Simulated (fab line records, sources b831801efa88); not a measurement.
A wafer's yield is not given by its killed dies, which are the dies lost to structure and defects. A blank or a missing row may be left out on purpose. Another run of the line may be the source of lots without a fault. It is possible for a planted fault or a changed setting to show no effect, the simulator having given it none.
Comparing a struck lot with a sound one -- flow sky130 -- 16 out of 708 route steps
Sound: the wafers L330.2, L330.4, L330.6. Struck: wafer L331.6 (left out: L331.2, L331.4 of the same lot, which were not struck); the cause appears at the end.
Per side, at each step with rows, come the tool, then ch with its chambers, and then its first start. Under that, the readings that differ: sound wafers -- struck wafers -- difference of the means -- sigmas: that difference in standard deviations of wafers without a fault.
alike: readings whose means differ by less than 2 such deviations, and words and numbers that are the same on both sides. not compared: withheld readings, readings that some wafer has no value for, bounds like >300 that may hide the same value, and numbers for which the record gives no deviation and whose values overlap.
A row with sigmas, a row that says differs or no value, or rows on one side alone: a step with any of these is where the two part. Numbers that don't overlap but have no deviation are shown without sigmas and don't part them. A reading that every wafer of one side lacks parts them only if that side has two wafers or more.

first, 2 steps without rows for these wafers: SKY_METAL4_PEB_11; SKY_METAL4_DEVELOP_12 (develop time 60 s).
SKY_METAL4_CD_MEAS_13: the cd target is 300 nm.
  sound: cdSem-01 at day 45 01:50; struck: cdSem-01 at day 45 02:11
  alike: cdNm
SKY_METAL4_OVL_MEAS_14:
  sound: overlay-02 at day 45 01:56; struck: overlay-01 at day 45 02:17
  alike: METAL4_OVL
SKY_METAL4_DESCUM_15: chemistry O2, time 8 s.
  sound on rieMetal-03 ch 0,1, day 45 01:58; struck on rieMetal-04 ch 0, day 45 02:19
reading,sound,struck,difference,sigmas
drypumpMotorCurrentA (A),6.2 6.2 6.0,5.1,-1.0,-3
  alike: oesProductAu
  not compared: rfHoursCounterH
then, 1 step without rows for these wafers: SKY_METAL4_ETCH_16 (etches BARC in N2/H2, stops on SiO2, time 88.2 s, target depth 60 nm).
SKY_METAL4_ETCH_17: etches SiO2 in C4F8/O2/Ar, stops on TiN, time 3.9 s, target depth 15 nm.
  sound on rieDiel-03 ch 1,2,3, day 45 02:06; struck on rieDiel-01 ch 0, day 45 02:27
  alike: oesProductAu
  not compared: rfHoursCounterH
SKY_METAL4_METAL_ETCH_18: etches the open film in Cl2/BCl3, stops on SiO2, target depth 845 nm, time 183.1 s.
  sound on rieMetal-01 ch 0,1, day 45 02:07; struck on rieMetal-03 ch 0, day 45 02:28
  alike: drypumpMotorCurrentA, oesProductAu, throttleValvePct
  not compared: rfHoursCounterH
SKY_METAL4_STRIP_19: strips in O2/N2.
  sound on plasmaAsher-01 ch 0, day 45 02:18; struck on plasmaAsher-01 ch 0, day 45 02:39
  alike: drypumpMotorCurrentA, oesProductAu, stripTimeToEndpointS
  not compared: rfHoursCounterH
then, 3 steps without rows for these wafers: SKY_METAL4_STRIP_20 (strips in post etch residue remover, time 1200 s); SKY_METAL4_CLEAN_21 (cleans in IPA, time 180 s); SKY_METAL4_CLEAN_22 (cleans in O3/DIW).
SKY_VIA4_HDPCVD_00: deposits SiO2, target thk 1750 nm, time 291.7 s.
  sound on hdpcvd-01 ch 0,1, day 45 02:56; struck on hdpcvd-02 ch 2, day 45 03:14
reading,sound,struck,difference,sigmas
model.SiO2_of_VIA4_HDPCVD_00.thkNm (nm),1757 1733 1752,2769,+1022,
SKY_VIA4_THK_MEAS_01:
  sound: filmMetro-01 at day 45 03:07; struck: filmMetro-04 at day 45 03:26
reading,sound,struck,difference,sigmas
VIA4_HDPCVD_THK (nm),1757 1733 1751,2770,+1023,+60
SKY_VIA4_CMP_02: polishes SiO2.
  sound on cmp-01 ch 0,1, day 45 03:13; struck on cmp-02 ch 3, day 45 03:29
  alike: headPressurePsi, motorCurrentA
-- the record jumps here: 4 days lie between the struck wafers' starts before and after (it left off in module VIA4 and takes up again in module PAD_OPEN, whose first step shown is number 708 of the route) --
SKY_PAD_OPEN_PROBE_99:
  sound: prober-01 at day 48 18:23; struck: prober-02 at day 48 20:00
  alike: defectLimitedYield, killed_at_M0_to_M3, killed_at_M4_up, killedAtContacts, killedAtFrontEnd, killedAtOther, killedDies, killedOpen, killedShort, sort_bin_3_pad_short, sort_bin_5_function, sort_bin_6_memory, sortNPass, sortYieldPct

## WHERE THEY PART
At SKY_METAL4_DESCUM_15 first; at SKY_VIA4_THK_MEAS_01 last (within this record only). Later steps at which nothing parts them and some readings are alike: SKY_VIA4_CMP_02, SKY_PAD_OPEN_PROBE_99.

WHY: what the simulator had put in
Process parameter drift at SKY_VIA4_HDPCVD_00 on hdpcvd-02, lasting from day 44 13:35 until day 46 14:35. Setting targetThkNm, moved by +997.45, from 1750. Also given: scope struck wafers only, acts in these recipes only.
